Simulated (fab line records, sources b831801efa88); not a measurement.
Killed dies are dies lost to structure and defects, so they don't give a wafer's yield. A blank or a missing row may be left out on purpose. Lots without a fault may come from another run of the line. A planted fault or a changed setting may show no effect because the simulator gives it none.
A struck lot beside a sound one | flow gf180mcu | 15 steps out of a route of 602
Sound: wafers L465.1, L465.2, L465.6. Struck: wafers L467.1, L467.3, L467.6. The cause comes at the end.
At each step with rows: each side's tool, then ch and its chambers, then its first start. Under that, the readings that differ: sound wafers | struck wafers | difference of the means | sigmas: that difference in standard deviations of wafers without a fault.
alike: readings whose means differ by less than 2 such deviations, and words and numbers that are the same on both sides. not compared: withheld readings, readings that some wafer has no value for, bounds like >300 that may hide the same value, and numbers for which the record gives no deviation and whose values overlap.
The two part at a step that has a row with sigmas, a row that says differs or no value, or rows on one side only. Numbers that don't overlap but have no deviation are shown without sigmas and don't part them. A reading that every wafer of one side lacks parts them only if that side has two wafers or more.

GF_M1_SPUTTER_04: material TiN, target thk 50 nm, time 41.7 s.
  sound on pvd_sputter-03, day 19 00:26; struck on pvd_sputter-01, day 20 01:32
  alike: throttle_valve_pct
GF_M1_RS_MEAS_05: measures by four-point-probe.
  sound on film_metro-03, day 19 00:29; struck on film_metro-03, day 20 01:34
  alike: M1_ALCU_RS
GF_M1_THK_MEAS_06: measures by xrf.
  sound on film_metro-03, day 19 00:36; struck on film_metro-03, day 20 01:41
  alike: M1_ALCU_THK
then, 7 steps without rows for these wafers: GF_M1_DEHYDRATE_07 (time 60 s); GF_M1_HMDS_08 (prime time 60 s); GF_M1_COAT_09 (resist thk 1000 nm); GF_M1_SOFTBAKE_10 (time 60 s); GF_M1_EXPOSE_11 (exposes mask Metal1, target cd 230 nm); GF_M1_PEB_12 (peb time 90 s); GF_M1_DEVELOP_13 (develop time 60 s).
GF_M1_CD_MEAS_14: target cd 230 nm.
  sound on cd_sem-02, day 20 00:45; struck on cd_sem-01, day 21 01:15
  alike: cd_nm
GF_M1_OVL_MEAS_15:
  sound on overlay-02, day 20 00:52; struck on overlay-02, day 21 01:22
  alike: M1_OVL
GF_M1_METAL_ETCH_16: etches the open film in Cl2/BCl3, stops on SiO2, target depth 627.5 nm, time 108 s.
  sound on rie_metal-01 ch 0,1, day 20 00:55; struck on rie_metal-04 ch 0,1, day 21 01:24
  no value came back on the struck wafers for any of 6 readings (bcl3_flow_sccm (sccm), bias_w (W) and others); on the sound wafers bcl3_flow_sccm (sccm) reads 40.00 40.17 40.03
  reading                             | sound           | struck          | difference | sigmas
  model.KrF_of_M1_COAT_09.thk_nm (nm) | 732.3 730 731.7 | 989 985.5 986.3 | +256       |
  not compared: rf_hours_counter_h
GF_M1_STRIP_17: strips in O2/N2.
  sound on plasma_asher-02 ch 0,1, day 20 01:04; struck on plasma_asher-04 ch 0,1, day 21 01:31
  reading                      | sound             | struck            | difference | sigmas
  oes_product_au (a.u.)        | 0.546 0.558 0.558 | 0.660 0.659 0.659 | +0.105     | +23
  strip_time_to_endpoint_s (s) | 7.84 7.82 7.85    | 10.24 10.22 10.22 | +2.39      | +54
  alike: drypump_motor_current_A, heater_power_w
  not compared: rf_hours_counter_h
then, 1 step without rows for these wafers: GF_M1_STRIP_18 (strips in post etch residue remover, time 1200 s).

WHERE THEY PART
First at GF_M1_METAL_ETCH_16; last, within this record, at GF_M1_STRIP_17.

WHY: what the simulator had put in
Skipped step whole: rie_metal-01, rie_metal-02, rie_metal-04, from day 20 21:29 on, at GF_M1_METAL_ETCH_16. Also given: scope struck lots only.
